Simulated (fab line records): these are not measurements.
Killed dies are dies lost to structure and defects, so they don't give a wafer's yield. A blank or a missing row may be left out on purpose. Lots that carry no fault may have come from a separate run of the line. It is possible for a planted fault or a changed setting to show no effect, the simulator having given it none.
Which tool was responsible? -- flow sky130 -- 6 lots with 18 wafers sampled at 2 steps, on a route of 708 steps

WHAT EACH GAUGE READ, for each wafer
SKY_VIA4_OVL_MEAS_11.
lot,measured,on,VIA4_OVL (nm)
L952,day 44 01:17,overlay-01,2.1 0.8 0.5
L954,day 44 09:16,overlay-02,0.6 1.3 0.4
L957,day 45 15:37,overlay-02,0.3 0.4 -1.2
L958,day 46 12:10,overlay-02,0.2 1.9 1.5
L966,day 47 17:01,overlay-01,-0.8 -1.0 0.3
L971,day 48 13:25,overlay-01,-1.3 0.1 -0.3

TOOL THAT RAN EACH LOT (tool first, then ch and the chambers of the sampled wafers, then the start)
lot,SKY_VIA4_CMP_02
L952,"cmp-02 ch 1,3, day 43 00:41"
L954,"cmp-02 ch 0,2,3, day 43 09:46"
L957,"cmp-01 ch 0,1,2, day 44 17:53"
L958,"cmp-02 ch 0,1, day 45 15:31"
L966,"cmp-01 ch 0,2,3, day 46 20:58"
L971,"cmp-02 ch 0,1, day 47 18:36"
- SKY_VIA4_CMP_02: polishes SiO2.

THE ANSWER, worked out from the rows above alone
Rule: the lots themselves supply what counts as usual. Put in order of their means at a reading, lots are off if they are a third of the lots or fewer, leave a main group of 4 or more, and stand apart from it by a gap of 3 or more times the standard deviation of the main group's means; of several such gaps the widest counts. The tables above print the reading to a certain number of digits; a main group whose means all agree to those digits is not used. Also off: a lot with no number at a reading for which 4 or more lots have one. Any other lot the step has rows for is counted as sound.
No lot is off at any reading shown: from this, nothing can be told.

WHAT THE SIMULATOR HAD PUT IN
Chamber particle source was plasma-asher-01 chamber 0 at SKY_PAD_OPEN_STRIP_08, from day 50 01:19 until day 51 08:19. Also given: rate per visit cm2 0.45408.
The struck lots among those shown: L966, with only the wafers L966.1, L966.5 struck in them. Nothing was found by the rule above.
